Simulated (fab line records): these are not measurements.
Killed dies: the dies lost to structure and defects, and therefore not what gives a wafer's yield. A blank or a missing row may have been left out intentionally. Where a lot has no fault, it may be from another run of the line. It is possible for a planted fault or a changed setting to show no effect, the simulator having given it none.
Matching of chambers + flow sky130 + SKY_VIA2_ETCH_15 on rie-diel-04: 4 sister chambers
The step etches SiO2 in C4F8/O2/Ar, stops on TiN, target depth 546 nm, time 84 s. 16 wafers are shown with their chamber, then 8 later ones without.

EACH WAFER AND ITS CHAMBER
| wafer  | chamber | oes-product-au (a.u.) |
|--------|---------|-----------------------|
| L074.1 | 1       | 0.947                 |
| L074.4 | 2       | 0.941                 |
| L074.6 | 0       | 0.938                 |
| L081.2 | 3       | 0.942                 |
| L081.3 | 1       | 0.938                 |
| L081.5 | 3       | 0.936                 |
| L082.2 | 3       | 0.943                 |
| L082.5 | 2       | 0.937                 |
| L082.6 | 3       | 0.935                 |
| L083.2 | 3       | 0.943                 |
| L083.5 | 0       | 0.949                 |
| L083.6 | 3       | 0.941                 |
| L088.1 | 3       | 0.946                 |
| L088.2 | 0       | 0.933                 |
| L088.3 | 1       | 0.937                 |
| L092.2 | 2       | 0.938                 |

SIGNATURES (means of the wafers above)
| reading        | chamber 0 | chamber 1 | chamber 2 | chamber 3 | scatter within a chamber |
|----------------|-----------|-----------|-----------|-----------|--------------------------|
| oes-product-au | 0.94000   | 0.94067   | 0.93867   | 0.94086   | 0.00498                  |
Rule: for each reading, subtract the chamber's mean from the wafer's reading, divide by that reading's scatter and square the result; add these up over the readings and take the root, which gives the wafer's distance from the chamber. If the next closest chamber is less than 2 further off than the closest, the wafer can't be placed; otherwise it belongs to the closest. How the scatter is found: for the shown wafers, subtract from each reading the mean of its chamber, square and add these, divide the total by (wafers less chambers), then take the root.

WAFERS WITH NO CHAMBER GIVEN
| wafer  | oes-product-au (a.u.) |
|--------|-----------------------|
| L092.3 | 0.929                 |
| L092.4 | 0.933                 |
| L094.2 | 0.936                 |
| L094.3 | 0.944                 |
| L094.5 | 0.931                 |
| L096.1 | 0.939                 |
| L096.3 | 0.942                 |
| L096.4 | 0.934                 |

WHICH CHAMBER EACH ONE RAN IN
| wafer  | from the rows above               | in truth |
|--------|-----------------------------------|----------|
| L092.3 | can't be placed: 2 or 0 or 1 or 3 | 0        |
| L092.4 | can't be placed: 2 or 0 or 1 or 3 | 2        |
| L094.2 | can't be placed: 2 or 0 or 1 or 3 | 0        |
| L094.3 | can't be placed: 3 or 1 or 0 or 2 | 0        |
| L094.5 | can't be placed: 2 or 0 or 1 or 3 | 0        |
| L096.1 | can't be placed: 2 or 0 or 1 or 3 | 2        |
| L096.3 | can't be placed: 3 or 1 or 0 or 2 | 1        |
| L096.4 | can't be placed: 2 or 0 or 1 or 3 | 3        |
Placed correctly: 0 of 8. Can't be placed from these rows: 8 (the true chamber is among the candidates in 8). Number placed wrongly: 0.
